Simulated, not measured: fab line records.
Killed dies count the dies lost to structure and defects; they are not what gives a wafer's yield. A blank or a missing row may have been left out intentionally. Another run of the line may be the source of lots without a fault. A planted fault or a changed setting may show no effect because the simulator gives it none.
Check of tool commonality || flow sky130 || 33 wafers sampled across 11 lots

WHAT PROMPTED THE OPENING
Of 11 lots, 2 have the reading LI_CONTACT_HDPCVD_THK flagged at SKY_LI_CONTACT_THK_MEAS_01. Fault-free wafers read 924 nm, with a standard deviation of 11.
Rule: flag the lot when none of its wafers has a number, or when each of its wafers that has one lies beyond 4 standard deviations from that mean. All remaining lots are regarded as sound.

{"lot": "L596", "measured": "day 28 03:38", "on": "film_metro-04", "LI_CONTACT_HDPCVD_THK (nm), wafer by wafer": "928 924 920", "flag": ""}
{"lot": "L597", "measured": "day 29 00:23", "on": "film_metro-04", "LI_CONTACT_HDPCVD_THK (nm), wafer by wafer": "920 930 941", "flag": ""}
{"lot": "L601", "measured": "day 30 10:12", "on": "film_metro-01", "LI_CONTACT_HDPCVD_THK (nm), wafer by wafer": "930 929 915", "flag": ""}
{"lot": "L603", "measured": "day 30 19:53", "on": "film_metro-04", "LI_CONTACT_HDPCVD_THK (nm), wafer by wafer": "713 687 709", "flag": "FLAGGED"}
{"lot": "L607", "measured": "day 32 02:11", "on": "film_metro-01", "LI_CONTACT_HDPCVD_THK (nm), wafer by wafer": "674 681 710", "flag": "FLAGGED"}
{"lot": "L609", "measured": "day 32 20:35", "on": "film_metro-01", "LI_CONTACT_HDPCVD_THK (nm), wafer by wafer": "934 950 919", "flag": ""}
{"lot": "L611", "measured": "day 33 07:43", "on": "film_metro-01", "LI_CONTACT_HDPCVD_THK (nm), wafer by wafer": "915 921 929", "flag": ""}
{"lot": "L613", "measured": "day 33 23:59", "on": "film_metro-02", "LI_CONTACT_HDPCVD_THK (nm), wafer by wafer": "902 928 923", "flag": ""}
{"lot": "L616", "measured": "day 34 17:02", "on": "film_metro-04", "LI_CONTACT_HDPCVD_THK (nm), wafer by wafer": "915 922 928", "flag": ""}
{"lot": "L617", "measured": "day 35 16:32", "on": "film_metro-04", "LI_CONTACT_HDPCVD_THK (nm), wafer by wafer": "922 936 928", "flag": ""}
{"lot": "L618", "measured": "day 35 17:25", "on": "film_metro-04", "LI_CONTACT_HDPCVD_THK (nm), wafer by wafer": "916 923 918", "flag": ""}
The numbers of the flagged lots are 696 nm on average: -228 nm against the usual, or -21 standard deviations.

LOT BY LOT: THE TOOL USED
The record holds 2 process steps before the reading, out of a route of 708 steps. Cell contents, in order: the tool; ch with the chambers the sampled wafers went through; the start.
{"lot": "L596", "flag": "", "SKY_SD_N_STRIP_11": "plasma_asher-03 ch 0,1, day 28 02:46", "SKY_LI_CONTACT_HDPCVD_00": "hdpcvd-02 ch 0,1,2, day 28 03:32"}
{"lot": "L597", "flag": "", "SKY_SD_N_STRIP_11": "plasma_asher-03 ch 0,1, day 28 23:31", "SKY_LI_CONTACT_HDPCVD_00": "hdpcvd-02 ch 0,1,2, day 29 00:17"}
{"lot": "L601", "flag": "", "SKY_SD_N_STRIP_11": "plasma_asher-02 ch 0,1, day 30 09:20", "SKY_LI_CONTACT_HDPCVD_00": "hdpcvd-02 ch 1,2, day 30 10:05"}
{"lot": "L603", "flag": "FLAGGED", "SKY_SD_N_STRIP_11": "plasma_asher-02 ch 0,1, day 30 19:00", "SKY_LI_CONTACT_HDPCVD_00": "hdpcvd-01 ch 0,1,2, day 30 19:46"}
{"lot": "L607", "flag": "FLAGGED", "SKY_SD_N_STRIP_11": "plasma_asher-01 ch 0,1, day 32 01:19", "SKY_LI_CONTACT_HDPCVD_00": "hdpcvd-01 ch 0,1, day 32 02:05"}
{"lot": "L609", "flag": "", "SKY_SD_N_STRIP_11": "plasma_asher-03 ch 0, day 32 19:43", "SKY_LI_CONTACT_HDPCVD_00": "hdpcvd-02 ch 0,1,2, day 32 20:29"}
{"lot": "L611", "flag": "", "SKY_SD_N_STRIP_11": "plasma_asher-03 ch 0,1, day 33 06:51", "SKY_LI_CONTACT_HDPCVD_00": "hdpcvd-02 ch 0,2, day 33 07:37"}
{"lot": "L613", "flag": "", "SKY_SD_N_STRIP_11": "plasma_asher-02 ch 0,1, day 33 23:07", "SKY_LI_CONTACT_HDPCVD_00": "hdpcvd-02 ch 0,1, day 33 23:53"}
{"lot": "L616", "flag": "", "SKY_SD_N_STRIP_11": "plasma_asher-03 ch 0,1, day 34 16:10", "SKY_LI_CONTACT_HDPCVD_00": "hdpcvd-01 ch 0,1, day 34 16:56"}
{"lot": "L617", "flag": "", "SKY_SD_N_STRIP_11": "plasma_asher-02 ch 0,1, day 35 15:39", "SKY_LI_CONTACT_HDPCVD_00": "hdpcvd-01 ch 0,2, day 35 16:25"}
{"lot": "L618", "flag": "", "SKY_SD_N_STRIP_11": "plasma_asher-02 ch 0,1, day 35 16:33", "SKY_LI_CONTACT_HDPCVD_00": "hdpcvd-01 ch 0,1, day 35 17:19"}
These steps, and what they do:
- SKY_SD_N_STRIP_11: strips in O2/N2.
- SKY_LI_CONTACT_HDPCVD_00: deposits PSG, target thk 930 nm, time 155 s.
- SKY_LI_CONTACT_THK_MEAS_01

FLAGGED AGAINST TOTAL, ONE TOOL AT A TIME (gauges that did the reading follow at the end)
{"step": "SKY_SD_N_STRIP_11", "tool": "plasma_asher-01", "lots run": 1, "flagged": 1, "share of the flagged lots": "some", "sound lots run after its first flagged lot": 0}
{"step": "SKY_SD_N_STRIP_11", "tool": "plasma_asher-02", "lots run": 5, "flagged": 1, "share of the flagged lots": "some", "sound lots run after its first flagged lot": "3 (L613,L617,L618)"}
{"step": "SKY_SD_N_STRIP_11", "tool": "plasma_asher-03", "lots run": 5, "flagged": 0, "share of the flagged lots": "none", "sound lots run after its first flagged lot": "-"}
{"step": "SKY_LI_CONTACT_HDPCVD_00", "tool": "hdpcvd-01", "lots run": 5, "flagged": 2, "share of the flagged lots": "all", "sound lots run after its first flagged lot": "3 (L616,L617,L618)"}
{"step": "SKY_LI_CONTACT_HDPCVD_00", "tool": "hdpcvd-02", "lots run": 6, "flagged": 0, "share of the flagged lots": "none", "sound lots run after its first flagged lot": "-"}
{"step": "SKY_LI_CONTACT_THK_MEAS_01", "tool": "film_metro-01", "lots run": 4, "flagged": 1, "share of the flagged lots": "some", "sound lots run after its first flagged lot": "2 (L609,L611)"}
{"step": "SKY_LI_CONTACT_THK_MEAS_01", "tool": "film_metro-02", "lots run": 1, "flagged": 0, "share of the flagged lots": "none", "sound lots run after its first flagged lot": "-"}
{"step": "SKY_LI_CONTACT_THK_MEAS_01", "tool": "film_metro-04", "lots run": 6, "flagged": 1, "share of the flagged lots": "some", "sound lots run after its first flagged lot": "3 (L616,L617,L618)"}

WHAT IS ALLOWED BY THE TABLE
Rows of the table that ran each flagged lot: 1, that is hdpcvd-01 at SKY_LI_CONTACT_HDPCVD_00.
- hdpcvd-01 at SKY_LI_CONTACT_HDPCVD_00 ran 5 lots, 2 of them flagged. Sound lots followed the first flagged one (L616, L617, L618) on it, something a lasting fault affecting the whole tool could not allow. Its own readings (run_length_s) fall more than 4 standard deviations out on all wafers of the flagged lots.
Not one row of the table ran every flagged lot while running no sound lot after the first.

WHAT HAD BEEN PUT IN BY THE SIMULATOR
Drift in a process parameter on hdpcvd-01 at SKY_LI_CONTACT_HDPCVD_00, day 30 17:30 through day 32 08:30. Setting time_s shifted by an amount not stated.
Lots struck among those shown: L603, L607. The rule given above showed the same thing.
